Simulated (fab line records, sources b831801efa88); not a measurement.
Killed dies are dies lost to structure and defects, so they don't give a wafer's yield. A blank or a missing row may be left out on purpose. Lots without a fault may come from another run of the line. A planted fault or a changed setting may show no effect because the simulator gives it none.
fab line records | flow sky130
record lots=12 wafers=36 last_day=50
route steps=708 shown METAL2@487 VIA2@508 VIA4@639 PAD_OPEN@708
lots that met no fault: from a run of the same line without faults
start_h: hours from the record's first day to the start of the lot's first wafer shown | wait_h: hours since the lot's step before | " the same as in the row above | L1.1+2: a row that stands for several wafers | - no value, or no start given | * or withheld: withheld | < > ~ a bound
route shown NAME@n: a module of which the file shows steps, and the number in the route of the first | usual: mean/standard deviation of fault-free wafers | same: alike in all rows | chamber/n: place in a boat | sites: the reading at each site | _std_site: their standard deviation | _edge_site: outer sites' mean less inner sites' | radius_mm: how far each site lies from the wafer's centre | mask NAME#n: copy n | behind: the tool/chamber that last shaped the wafer | hold: why the lot was held/for how many hours/how that ended | device: the transistor (n, p or np) that didn't switch | end of line: the same wafers' tests at the end of the route | a step without rows: its recipe alone | killed: dies lost to structure and defects at the first sort, not the wafer's yield | map: a wafer's dies, x killed, . not, _ none there
set.NAME: the setting as run; set.NAME@STEP: as run at that earlier step | model.NAME: the simulator's own value behind a step, which no gauge read
steps of the route over a sample of lots; a table a step, a row a wafer
services: from which hour (start_h, from the record's first day; less than 0 if before it) a tool's chamber was out of use, for how many hours, and why
## steps
# step SKY_METAL2_SPUTTER_04
# recipe material=TiN target_thk_nm=70 power_w=6500 time_s=58.3 chamber_pressure_pa=0.4
# usual throttle_valve_pct=29.2/0.92
# columns lot.wafer tool chamber start_h wait_h throttle_valve_pct
L782.2 pvd_sputter-01 - 790.08 0.0 29.5
L782.3 " - " " 29.2
L782.4 " - " " 28.0
L783.2 pvd_sputter-01 - 798.14 0.0 28.2
L783.3 " - " " 30.6
L783.5 " - " " 27.8
L784.1 pvd_sputter-01 - 805.64 0.0 29.0
L784.2 " - " " 30.7
L784.6 " - " " 29.2
L786.1 pvd_sputter-02 - 829.00 0.0 29.3
L786.5 " - " " 28.3
L786.6 " - " " 28.1
L787.1 pvd_sputter-01 - 831.95 0.0 27.7
L787.3 " - " " 29.1
L787.4 " - " " 29.6
L788.3 pvd_sputter-02 - 842.07 0.0 29.2
L788.4 " - " " 28.4
L788.5 " - " " 29.3
L794.1 pvd_sputter-01 - 890.05 0.0 28.0
L794.4 " - " " 30.4
L794.5 " - " " 30.7
L798.1 pvd_sputter-03 - 915.23 0.0 30.9
L798.5 " - " " 30.7
L798.6 " - " " 28.9
L799.2 pvd_sputter-01 - 925.85 0.0 29.1
L799.5 " - " " 28.1
L799.6 " - " " 29.5
L800.4 pvd_sputter-02 - 933.58 0.0 29.1
L800.5 " - " " 28.3
L800.6 " - " " 28.0
L805.1 pvd_sputter-01 - 956.92 0.0 30.5
L805.4 " - " " 28.0
L805.5 " - " " 29.1
L804.2 pvd_sputter-03 - 959.75 0.0 30.7
L804.3 " - " " 29.4
L804.4 " - " " 30.5
# step SKY_VIA2_THK_MEAS_01
# recipe reads=SiO2_of_VIA2_HDPCVD_00
# usual VIA2_HDPCVD_THK=1185/10
# columns lot.wafer tool chamber start_h wait_h VIA2_HDPCVD_THK[nm]
L782.2 film_metro-04 - 817.85 0.1 1178
L782.3 " - " " 1188
L782.4 " - " " 1183
L783.2 film_metro-01 - 825.94 0.1 1175
L783.3 " - " " 1187
L783.5 " - " " 1176
L784.1 film_metro-04 - 832.72 0.1 1191
L784.2 " - " " 1177
L784.6 " - " " 1182
L786.1 film_metro-04 - 856.35 0.1 1184
L786.5 " - " " 1195
L786.6 " - " " 1178
L787.1 film_metro-03 - 858.95 0.1 1182
L787.3 " - " " 1178
L787.4 " - " " 1172
L788.3 film_metro-04 - 869.12 0.1 1207
L788.4 " - " " 1211
L788.5 " - " " 1205
L794.1 film_metro-01 - 915.55 0.1 1185
L794.4 " - " " 1182
L794.5 " - " " 1184
L798.1 film_metro-04 - 940.68 0.1 1178
L798.5 " - " " 1173
L798.6 " - " " 1184
L799.2 film_metro-01 - 951.30 0.1 1182
L799.5 " - " " 1185
L799.6 " - " " 1187
L800.4 film_metro-03 - 959.03 0.0 1194
L800.5 " - " " 1190
L800.6 " - " " 1200
L805.1 film_metro-04 - 981.94 0.1 1192
L805.4 " - " " 1190
L805.5 " - " " 1193
L804.2 film_metro-04 - 984.99 0.1 1201
L804.3 " - " " 1198
L804.4 " - " " 1177
# step SKY_VIA2_SPUTTER_20
# recipe material=TiN target_thk_nm=20 chamber_pressure_pa=5 power_w=4000 time_s=80
# usual throttle_valve_pct=29.7/0.84
# columns lot.wafer tool chamber start_h wait_h throttle_valve_pct
L782.2 pvd_sputter-02 - 845.09 0.0 28.2
L782.3 " - " " 28.9
L782.4 " - " " 28.2
L783.2 pvd_sputter-03 - 852.90 0.0 30.3
L783.3 " - " " 30.9
L783.5 " - " " 30.6
L784.1 pvd_sputter-04 - 860.09 0.0 30.6
L784.2 " - " " 30.9
L784.6 " - " " 29.6
L786.1 pvd_sputter-03 - 882.96 0.0 30.7
L786.5 " - " " 30.9
L786.6 " - " " 29.0
L787.1 pvd_sputter-04 - 884.99 0.0 29.6
L787.3 " - " " 30.6
L787.4 " - " " 29.9
L788.3 pvd_sputter-02 - 895.48 0.0 28.0
L788.4 " - " " 29.0
L788.5 " - " " 28.3
L794.1 pvd_sputter-03 - 941.44 0.0 30.3
L794.4 " - " " 29.2
L794.5 " - " " 30.8
L798.1 pvd_sputter-03 - 965.68 0.0 30.9
L798.5 " - " " 29.0
L798.6 " - " " 30.9
L799.2 pvd_sputter-03 - 976.59 0.0 29.1
L799.5 " - " " 29.0
L799.6 " - " " 30.1
L800.4 pvd_sputter-02 - 984.01 0.0 29.2
L800.5 " - " " 27.9
L800.6 " - " " 28.2
L805.1 pvd_sputter-03 - 1006.09 0.0 29.2
L805.4 " - " " 30.3
L805.5 " - " " 29.2
L804.2 pvd_sputter-03 - 1009.44 0.0 29.1
L804.3 " - " " 30.8
L804.4 " - " " 30.2
# step SKY_VIA4_HDPCVD_00
# recipe material=SiO2 target_thk_nm=1750 sigma_open_frac=0.3 time_s=291.7 temp_c=400 sih4_flow_sccm=60 pressure_mtorr=6
# columns lot.wafer tool chamber start_h wait_h
L782.2+3+4 hdpcvd-02 0,2,0 975.28 0.0
L783.2+3+5 hdpcvd-01 2,1,2 982.61 0.0
L784.1+2+6 hdpcvd-01 2,1,0 989.77 0.0
L786.1+5+6 hdpcvd-02 1,1,0 1010.00 0.0
L787.1+3+4 hdpcvd-02 2,1,1 1012.20 0.0
L788.3+4+5 hdpcvd-02 2,2,0 1019.71 0.0
L794.1+4+5 hdpcvd-02 0,0,1 1061.47 0.0
L798.1+5+6 hdpcvd-02 1,2,0 1083.17 0.0
L799.2+5+6 hdpcvd-02 2,0,2 1093.86 0.0
L800.4+5+6 hdpcvd-01 1,2,0 1099.40 0.1
L805.1+4+5 hdpcvd-01 2,0,1 1117.90 0.0
L804.2+3+4 hdpcvd-01 0,2,0 1123.13 0.0
# step SKY_VIA4_THK_MEAS_01
# recipe reads=SiO2_of_VIA4_HDPCVD_00
# usual VIA4_HDPCVD_THK=1750/16
# columns lot.wafer tool chamber start_h wait_h VIA4_HDPCVD_THK[nm]
L782.2 film_metro-04 - 975.47 0.1 1752
L782.3 " - " " 1736
L782.4 " - " " 1726
L783.2 film_metro-01 - 982.80 0.1 1743
L783.3 " - " " 1726
L783.5 " - " " 1733
L784.1 film_metro-03 - 989.94 0.1 1739
L784.2 " - " " 1743
L784.6 " - " " 1741
L786.1 film_metro-04 - 1010.17 0.1 1733
L786.5 " - " " 1743
L786.6 " - " " 1752
L787.1 film_metro-04 - 1012.38 0.1 1732
L787.3 " - " " 1724
L787.4 " - " " 1728
L788.3 film_metro-04 - 1019.91 0.1 1748
L788.4 " - " " 1733
L788.5 " - " " 1766
L794.1 film_metro-04 - 1061.65 0.1 1776
L794.4 " - " " 1768
L794.5 " - " " 1761
L798.1 film_metro-01 - 1083.34 0.1 1761
L798.5 " - " " 2446
L798.6 " - " " 1769
L799.2 film_metro-04 - 1094.05 0.1 2456
L799.5 " - " " 1774
L799.6 " - " " 2422
L800.4 film_metro-04 - 1099.52 0.0 1739
L800.5 " - " " 1751
L800.6 " - " " 1757
L805.1 film_metro-03 - 1118.08 0.1 1755
L805.4 " - " " 1784
L805.5 " - " " 1755
L804.2 film_metro-01 - 1123.31 0.1 1735
L804.3 " - " " 1745
L804.4 " - " " 1756
# step SKY_PAD_OPEN_PROBE_99
# usual defect_limited_yield=82.4/1.8 killed_at_M0_to_M3=44/7 killed_at_M4_up=3.2/2 killed_at_contacts=25/5.3 killed_at_front_end=15/4.3 killed_at_other=0.3/0.54 killed_dies=86/8.7 killed_open=47/6.4 killed_short=39/5.6 sort_bin_3_pad_short=0.9/0.43 sort_bin_5_function=10.4/1.4 sort_bin_6_memory=6.3/1.2 sort_n_pass=406/8.7 sort_yield_pct=82.4/1.8
# same gross_dies=492 killed_at_back_side=0 sort_bin_4_leakage[%]=0 sort_bin_8_speed[%]=0
# columns lot.wafer tool chamber start_h wait_h defect_limited_yield[%] killed_at_M0_to_M3 killed_at_M4_up killed_at_contacts killed_at_front_end killed_at_other killed_dies killed_open killed_short sort_bin_3_pad_short[%] sort_bin_5_function[%] sort_bin_6_memory[%] sort_n_pass sort_yield_pct[%]
L782.2 prober-01 - 1070.75 0.1 80.3 47 3 20 26 1 97 53 44 0.6 12.0 7.1 395 80.3
L782.3 prober-01 - 1070.80 0.2 83.9 33 1 24 21 0 79 47 32 1.0 10.0 5.1 413 83.9
L782.4 prober-01 - 1070.85 0.2 85.0 43 5 14 12 0 74 45 29 0.8 10.0 4.3 418 85.0
L783.2 prober-02 - 1075.77 0.1 84.1 52 2 19 5 0 78 39 38 0.6 7.3 7.9 414 84.1
L783.3 prober-02 - 1075.82 0.2 81.1 50 2 26 15 0 93 53 40 0.4 8.7 9.8 399 81.1
L783.5 prober-02 - 1075.92 0.2 80.1 44 6 27 21 0 98 55 43 0.8 11.4 7.7 394 80.1
L784.1 prober-01 - 1082.40 0.1 81.3 45 3 30 14 0 92 50 42 1.0 13.8 3.9 400 81.3
L784.2 prober-01 - 1082.45 0.1 82.9 35 3 35 11 0 84 48 36 0.8 10.6 5.7 408 82.9
L784.6 prober-01 - 1082.65 0.2 81.7 50 2 26 11 1 90 53 36 0.6 13.0 4.7 402 81.7
L786.1 prober-01 - 1102.29 0.1 84.3 31 4 28 14 0 77 50 27 0.4 8.9 6.3 415 84.3
L786.5 prober-01 - 1102.49 0.2 80.1 49 6 27 16 0 98 46 52 1.8 11.8 6.3 394 80.1
L786.6 prober-01 - 1102.54 0.2 82.7 47 2 23 13 0 85 47 38 1.2 10.0 6.1 407 82.7
L787.1 prober-02 - 1103.81 0.1 82.5 42 2 21 21 0 86 40 46 0.8 9.6 7.1 406 82.5
L787.3 prober-02 - 1103.91 0.2 82.7 47 3 22 12 1 85 45 39 1.2 8.9 7.1 407 82.7
L787.4 prober-02 - 1103.96 0.2 84.1 37 3 21 17 0 78 44 34 0.8 8.9 6.1 414 84.1
L788.3 prober-01 - 1110.40 0.2 86.6 33 5 22 6 0 66 35 31 1.0 9.1 3.3 426 86.6
L788.4 prober-01 - 1110.45 0.2 82.7 45 7 19 14 0 85 46 39 1.0 10.2 6.1 407 82.7
L788.5 prober-01 - 1110.50 0.2 86.6 34 3 12 17 0 66 35 31 0.4 7.7 5.3 426 86.6
L794.1 prober-01 - 1146.46 0.1 84.8 43 0 21 11 0 75 39 36 0.6 9.8 4.9 417 84.8
L794.4 prober-01 - 1146.61 0.2 79.9 54 4 29 11 1 99 56 43 1.4 11.6 7.1 393 79.9
L794.5 prober-01 - 1146.66 0.2 82.3 42 1 26 18 0 87 43 44 0.8 11.8 5.1 405 82.3
L798.1 prober-02 - 1164.32 0.1 85.0 32 3 25 14 0 74 41 33 0.6 10.0 4.5 418 85.0
L798.5 prober-02 - 1164.52 0.2 81.9 54 5 18 12 0 89 49 40 0.6 11.6 5.9 403 81.9
L798.6 prober-02 - 1164.57 0.2 80.9 50 6 26 11 1 94 54 40 1.0 10.2 7.9 398 80.9
L799.2 prober-02 - 1172.50 0.1 81.3 51 1 18 21 1 92 52 40 0.4 11.2 7.1 400 81.3
L799.5 prober-02 - 1172.65 0.2 82.9 40 6 22 15 1 84 42 42 0.4 10.6 6.1 408 82.9
L799.6 prober-02 - 1172.70 0.2 82.7 40 6 21 17 1 85 48 37 1.2 9.6 6.5 407 82.7
L800.4 prober-01 - 1178.50 0.2 80.3 54 6 24 13 0 97 44 53 0.4 13.2 6.1 395 80.3
L800.5 prober-01 - 1178.55 0.2 80.3 52 6 26 13 0 97 52 45 1.0 11.4 7.3 395 80.3
L800.6 prober-01 - 1178.60 0.2 81.5 38 10 33 10 0 91 54 37 0.4 11.4 6.7 401 81.5
L805.1 prober-01 - 1193.54 0.1 79.9 46 3 31 18 1 99 57 42 0.6 12.8 6.7 393 79.9
L805.4 prober-01 - 1193.69 0.2 80.9 48 3 26 17 0 94 47 47 1.2 10.8 7.1 398 80.9
L805.5 prober-01 - 1193.74 0.2 81.5 49 5 24 13 0 91 49 42 1.2 9.1 8.1 401 81.5
L804.2 prober-02 - 1198.41 0.1 83.3 33 0 30 17 2 82 48 31 0.8 8.7 7.1 410 83.3
L804.3 prober-02 - 1198.46 0.2 83.7 42 5 19 14 0 80 35 45 1.0 10.2 5.1 412 83.7
L804.4 prober-02 - 1198.51 0.2 81.7 46 5 28 11 0 90 53 37 1.6 10.6 6.1 402 81.7
# killed by level:class
L782.2 VIA1:geometric_particle:open=10 VIA2:geometric_particle:open=8 FIELD_ISO:geometric_particle:open=6 VIA3:geometric_particle:open=6 FIELD_ISO:geometric_particle:short=5 POLY_GATE:geometric_particle:open=5 LI_CONTACT:geometric_particle:open=5 CONTACT:geometric_particle:open=5
L782.3 LI_CONTACT:geometric_particle:open=11 VIA1:geometric_particle:open=9 FIELD_ISO:geometric_particle:short=5 POLY_GATE:geometric_particle:short=5 CONTACT:geometric_particle:open=5 METAL1:geometric_particle:short=5 CONTACT:geometric_particle:short=4 METAL1:geometric_particle:open=4
L782.4 VIA2:geometric_particle:open=9 VIA1:geometric_particle:open=8 VIA3:geometric_particle:open=8 METAL2:geometric_particle:short=6 CONTACT:geometric_particle:open=5 POLY_GATE:geometric_particle:short=4 LI_CONTACT:geometric_particle:open=4 FIELD_ISO:geometric_particle:open=3
L783.2 VIA1:geometric_particle:open=11 METAL2:geometric_particle:short=7 CONTACT:geometric_particle:open=7 METAL1:geometric_particle:short=7 VIA1:geometric_particle:short=7 VIA2:geometric_particle:open=5 VIA3:geometric_particle:open=5 LI_CONTACT:geometric_particle:open=4
L783.3 VIA1:geometric_particle:open=11 LI_CONTACT:geometric_particle:open=10 CONTACT:geometric_particle:open=7 VIA3:geometric_particle:open=7 METAL1:geometric_particle:short=7 VIA1:geometric_particle:short=6 POLY_GATE:geometric_particle:short=6 VIA2:geometric_particle:open=6
L783.5 VIA1:geometric_particle:open=10 CONTACT:geometric_particle:open=9 LI_CONTACT:geometric_particle:open=8 METAL1:geometric_particle:short=7 VIA1:geometric_particle:short=7 VIA2:geometric_particle:open=6 VIA3:geometric_particle:open=6 POLY_GATE:geometric_particle:open=5
L784.1 CONTACT:geometric_particle:open=12 VIA1:geometric_particle:open=12 CONTACT:geometric_particle:short=10 METAL1:geometric_particle:short=8 VIA2:geometric_particle:open=7 POLY_GATE:geometric_particle:short=5 LI_CONTACT:geometric_particle:open=5 VIA3:geometric_particle:open=4
L784.2 CONTACT:geometric_particle:open=15 VIA1:geometric_particle:open=10 LI_CONTACT:geometric_particle:open=8 CONTACT:geometric_particle:short=5 METAL2:geometric_particle:short=5 VIA3:geometric_particle:open=5 LOCAL_INTERCONNECT:geometric_particle:short=4 METAL1:geometric_particle:short=4
L784.6 VIA1:geometric_particle:open=14 CONTACT:geometric_particle:open=13 METAL1:geometric_particle:short=7 VIA1:geometric_particle:short=6 VIA3:geometric_particle:open=6 CONTACT:geometric_particle:short=4 LOCAL_INTERCONNECT:geometric_particle:short=4 METAL2:geometric_particle:short=4
L786.1 CONTACT:geometric_particle:open=12 LI_CONTACT:geometric_particle:open=8 VIA1:geometric_particle:open=8 METAL2:geometric_particle:short=5 VIA3:geometric_particle:open=5 POLY_GATE:geometric_particle:open=4 CONTACT:geometric_particle:short=4 FIELD_ISO:geometric_particle:open=3
L786.5 CONTACT:geometric_particle:open=9 LI_CONTACT:geometric_particle:open=7 METAL2:geometric_particle:short=7 FIELD_ISO:geometric_particle:short=6 VIA3:geometric_particle:open=5 METAL4:geometric_particle:short=5 LOCAL_INTERCONNECT:geometric_particle:short=5 VIA2:geometric_particle:open=5
L786.6 CONTACT:geometric_particle:open=10 METAL2:geometric_particle:short=8 VIA2:geometric_particle:open=7 METAL3:geometric_particle:short=7 LI_CONTACT:geometric_particle:open=6 METAL1:geometric_particle:short=5 VIA1:geometric_particle:open=5 FIELD_ISO:geometric_particle:open=4
L787.1 VIA1:geometric_particle:short=11 LI_CONTACT:geometric_particle:open=8 FIELD_ISO:geometric_particle:short=7 POLY_GATE:geometric_particle:open=7 CONTACT:geometric_particle:open=6 METAL2:geometric_particle:short=5 VIA2:geometric_particle:open=5 METAL3:geometric_particle:short=5
L787.3 CONTACT:geometric_particle:open=10 VIA1:geometric_particle:open=10 VIA2:geometric_particle:open=7 METAL2:geometric_particle:short=7 LI_CONTACT:geometric_particle:open=6 FIELD_ISO:geometric_particle:short=4 VIA3:geometric_particle:open=4 VIA1:geometric_particle:short=4
L787.4 VIA1:geometric_particle:open=12 CONTACT:geometric_particle:open=8 LI_CONTACT:geometric_particle:open=6 FIELD_ISO:geometric_particle:open=5 POLY_GATE:geometric_particle:open=5 METAL1:geometric_particle:short=5 METAL2:geometric_particle:short=5 FIELD_ISO:geometric_particle:short=4
L788.3 CONTACT:geometric_particle:open=11 METAL1:geometric_particle:short=5 VIA1:geometric_particle:open=5 VIA3:geometric_particle:open=5 LI_CONTACT:geometric_particle:open=4 CONTACT:geometric_particle:short=4 METAL2:geometric_particle:short=4 VIA2:geometric_particle:short=4
L788.4 VIA2:geometric_particle:open=10 VIA1:geometric_particle:open=9 LI_CONTACT:geometric_particle:open=8 CONTACT:geometric_particle:open=7 METAL4:geometric_particle:short=7 POLY_GATE:geometric_particle:short=5 VIA2:geometric_particle:short=5 METAL1:geometric_particle:short=5
L788.5 METAL1:geometric_particle:short=10 VIA2:geometric_particle:open=7 FIELD_ISO:geometric_particle:short=5 CONTACT:geometric_particle:open=5 VIA1:geometric_particle:open=5 FIELD_ISO:geometric_particle:open=4 POLY_GATE:geometric_particle:open=4 LI_CONTACT:geometric_particle:open=4
L794.1 VIA1:geometric_particle:open=9 VIA3:geometric_particle:open=8 CONTACT:geometric_particle:short=6 LI_CONTACT:geometric_particle:open=5 METAL1:geometric_particle:short=5 CONTACT:geometric_particle:open=5 VIA2:geometric_particle:open=5 FIELD_ISO:geometric_particle:open=4
L794.4 CONTACT:geometric_particle:open=13 VIA2:geometric_particle:open=11 VIA1:geometric_particle:open=10 METAL2:geometric_particle:short=9 LI_CONTACT:geometric_particle:open=7 CONTACT:geometric_particle:short=7 VIA1:geometric_particle:short=7 METAL1:geometric_particle:short=5
L794.5 CONTACT:geometric_particle:open=7 CONTACT:geometric_particle:short=7 VIA3:geometric_particle:open=7 METAL2:geometric_particle:short=7 VIA2:geometric_particle:open=7 POLY_GATE:geometric_particle:short=6 LI_CONTACT:geometric_particle:open=6 FIELD_ISO:geometric_particle:open=5
L798.1 LI_CONTACT:geometric_particle:open=10 METAL1:geometric_particle:short=7 VIA3:geometric_particle:open=6 VIA1:geometric_particle:open=6 FIELD_ISO:geometric_particle:short=5 LI_CONTACT:geometric_particle:short=5 CONTACT:geometric_particle:open=5 VIA2:geometric_particle:open=5
L798.5 VIA1:geometric_particle:open=12 VIA1:geometric_particle:short=10 CONTACT:geometric_particle:open=8 VIA2:geometric_particle:open=7 VIA3:geometric_particle:open=7 LI_CONTACT:geometric_particle:open=5 POLY_GATE:geometric_particle:short=4 VIA3:geometric_particle:short=4
L798.6 VIA1:geometric_particle:open=17 CONTACT:geometric_particle:open=11 LI_CONTACT:geometric_particle:open=9 VIA1:geometric_particle:short=7 LI_CONTACT:geometric_particle:short=5 VIA3:geometric_particle:open=5 METAL1:geometric_particle:short=4 METAL2:geometric_particle:short=4
L799.2 VIA1:geometric_particle:open=10 VIA3:geometric_particle:open=8 METAL1:geometric_particle:short=8 METAL2:geometric_particle:short=8 VIA2:geometric_particle:open=7 FIELD_ISO:geometric_particle:short=6 POLY_GATE:geometric_particle:open=6 CONTACT:geometric_particle:open=6
L799.5 LI_CONTACT:geometric_particle:open=9 FIELD_ISO:geometric_particle:short=8 CONTACT:geometric_particle:open=8 VIA1:geometric_particle:open=8 METAL1:geometric_particle:short=6 VIA1:geometric_particle:short=5 VIA2:geometric_particle:open=5 METAL4:geometric_particle:short=5
L799.6 CONTACT:geometric_particle:open=8 FIELD_ISO:geometric_particle:open=7 LI_CONTACT:geometric_particle:open=7 METAL2:geometric_particle:short=6 VIA1:geometric_particle:open=6 VIA2:geometric_particle:open=5 VIA3:geometric_particle:open=5 POLY_GATE:geometric_particle:open=4
L800.4 VIA1:geometric_particle:open=15 METAL1:geometric_particle:short=8 VIA1:geometric_particle:short=8 CONTACT:geometric_particle:open=6 VIA2:geometric_particle:open=6 VIA3:geometric_particle:short=6 LI_CONTACT:geometric_particle:short=5 LI_CONTACT:geometric_particle:open=5
L800.5 VIA1:geometric_particle:open=14 VIA2:geometric_particle:open=8 CONTACT:geometric_particle:open=7 METAL1:geometric_particle:short=7 VIA3:geometric_particle:open=6 LI_CONTACT:geometric_particle:open=6 LI_CONTACT:geometric_particle:short=5 CONTACT:geometric_particle:short=5
L800.6 LI_CONTACT:geometric_particle:open=11 VIA1:geometric_particle:open=9 VIA3:geometric_particle:open=9 VIA2:geometric_particle:open=9 METAL4:geometric_particle:short=8 CONTACT:geometric_particle:short=6 CONTACT:geometric_particle:open=6 FIELD_ISO:geometric_particle:short=4
L805.1 VIA2:geometric_particle:open=10 CONTACT:geometric_particle:open=9 LI_CONTACT:geometric_particle:open=8 VIA3:geometric_particle:open=7 VIA1:geometric_particle:open=6 FIELD_ISO:geometric_particle:open=5 CONTACT:geometric_particle:short=5 VIA1:geometric_particle:short=5
L805.4 VIA3:geometric_particle:open=11 CONTACT:geometric_particle:open=10 FIELD_ISO:geometric_particle:short=7 VIA2:geometric_particle:open=7 VIA1:geometric_particle:short=6 LOCAL_INTERCONNECT:geometric_particle:short=5 VIA1:geometric_particle:open=5 METAL3:geometric_particle:short=5
L805.5 VIA1:geometric_particle:open=11 METAL1:geometric_particle:short=8 LI_CONTACT:geometric_particle:open=7 VIA2:geometric_particle:open=7 LOCAL_INTERCONNECT:geometric_particle:short=6 CONTACT:geometric_particle:open=6 FIELD_ISO:geometric_particle:open=5 METAL2:geometric_particle:short=5
L804.2 CONTACT:geometric_particle:open=15 VIA1:geometric_particle:open=8 FIELD_ISO:geometric_particle:open=6 CONTACT:geometric_particle:short=6 LOCAL_INTERCONNECT:geometric_particle:short=5 METAL2:geometric_particle:open=4 VIA2:geometric_particle:open=4 VIA3:geometric_particle:open=4
L804.3 CONTACT:geometric_particle:short=7 VIA1:geometric_particle:open=7 VIA3:geometric_particle:open=7 VIA1:geometric_particle:short=6 POLY_GATE:geometric_particle:short=5 CONTACT:geometric_particle:open=5 VIA2:geometric_particle:short=5 METAL4:geometric_particle:short=5
L804.4 CONTACT:geometric_particle:open=12 VIA2:geometric_particle:open=11 VIA1:geometric_particle:open=8 LI_CONTACT:geometric_particle:short=5 LI_CONTACT:geometric_particle:open=5 METAL4:geometric_particle:short=5 VIA3:geometric_particle:open=5 SPACER:geometric_particle:open=4
## services
# columns tool chamber start_h hours kind
pvd_sputter-02 - 807.31 0.6 repair
hdpcvd-02 0 830.71 17.2 repair
hdpcvd-02 - 857.23 2.0 repair
hdpcvd-02 2 859.99 5.2 repair
pvd_sputter-02 - 879.21 1.4 repair
pvd_sputter-04 - 885.23 8.5 repair
hdpcvd-02 0 900.49 1.9 repair
pvd_sputter-02 - 935.66 2.6 repair
pvd_sputter-02 - 946.19 4.0 repair
hdpcvd-02 - 950.25 15.0 pm
pvd_sputter-02 - 960.31 6.9 repair
hdpcvd-01 - 985.57 2.8 pm
hdpcvd-01 - 1004.88 0.8 repair
pvd_sputter-01 - 1005.01 14.3 repair
pvd_sputter-01 - 1006.91 0.7 repair
pvd_sputter-03 1 1016.95 - consumable_replace:kit
pvd_sputter-03 1 1016.95 18.0 scheduled_down
pvd_sputter-03 1 1016.95 18.0 vent_cycle
hdpcvd-02 - 1040.26 2.8 pm
hdpcvd-01 1 1053.84 5.9 repair
pvd_sputter-02 - 1065.46 5.2 repair
hdpcvd-02 0 1098.61 6.5 repair
pvd_sputter-02 - 1108.30 5.0 repair
hdpcvd-01 - 1114.48 3.1 repair
## key
first_sign step=SKY_VIA4_THK_MEAS_01 reading=VIA4_HDPCVD_THK direction=up sigmas=42 usual=1750 struck=2442
effect none on later readings
met_at SKY_VIA4_HDPCVD_00
struck_lots L798,L799
struck_wafers L798.5,L799.2,L799.6
not_acting_at SKY_METAL2_SPUTTER_04,SKY_VIA2_THK_MEAS_01,SKY_VIA2_SPUTTER_20
onset_between 1019.71 1083.17
fault kind=process_parameter_drift tool=hdpcvd-02 chamber=2 onset_h=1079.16 steps=SKY_VIA4_HDPCVD_00 channel=target_thk_nm offset=697.2 shape=step end_h=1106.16 acts_in=these_recipes_only stated=1750
